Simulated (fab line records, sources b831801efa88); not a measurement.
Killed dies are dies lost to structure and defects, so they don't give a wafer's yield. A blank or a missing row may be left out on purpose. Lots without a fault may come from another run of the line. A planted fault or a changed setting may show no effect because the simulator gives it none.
Which tool did it? | flow sky130 | 12 lots, 36 wafers sampled, at 1 step of a route of 708

WHAT THE GAUGES READ, wafer by wafer
SKY_SONOS_ONO_THK_MEAS_05.
lot  | measured     | on            | SONOS_ONO_CVD_04_THK (nm)
L075 | day 11 23:54 | film_metro-02 | 5.65 5.70 5.70
L077 | day 12 15:57 | film_metro-03 | 5.69 5.60 5.76
L079 | day 13 08:25 | film_metro-03 | 5.71 5.69 5.56
L081 | day 14 01:31 | film_metro-01 | 5.66 5.60 5.64
L083 | day 14 14:17 | film_metro-02 | 5.58 5.54 5.58
L085 | day 15 07:07 | film_metro-03 | 5.71 5.82 5.77
L087 | day 15 20:29 | film_metro-03 | 5.50 5.54 5.54
L089 | day 16 15:46 | film_metro-02 | 5.74 5.68 5.58
L091 | day 17 15:16 | film_metro-01 | 5.80 5.73 5.87
L093 | day 17 22:26 | film_metro-02 | 5.97 5.95 5.94
L095 | day 18 08:58 | film_metro-02 | 5.65 5.69 5.72
L097 | day 19 00:23 | film_metro-03 | 5.83 5.72 5.81

WHICH TOOL RAN EACH LOT (tool, then ch and the chambers of the sampled wafers, then the start)
The record holds no process step before these readings.

THE ANSWER, worked out from the rows above alone
Rule: what is usual is taken from the lots themselves. Put in order of their means at a reading, lots are off if they are a third of the lots or fewer, leave a main group of 4 or more, and stand apart from it by a gap of 3 or more times the standard deviation of the main group's means; of several such gaps the widest counts. A main group whose means are all the same, to the digits that the tables above print for the reading, isn't used. A lot without any number at a reading at which 4 lots or more have one is off too. The other lots that the step has rows for count as sound.
No lot is off at any reading shown: from this, nothing can be told.

WHAT THE SIMULATOR HAD PUT IN
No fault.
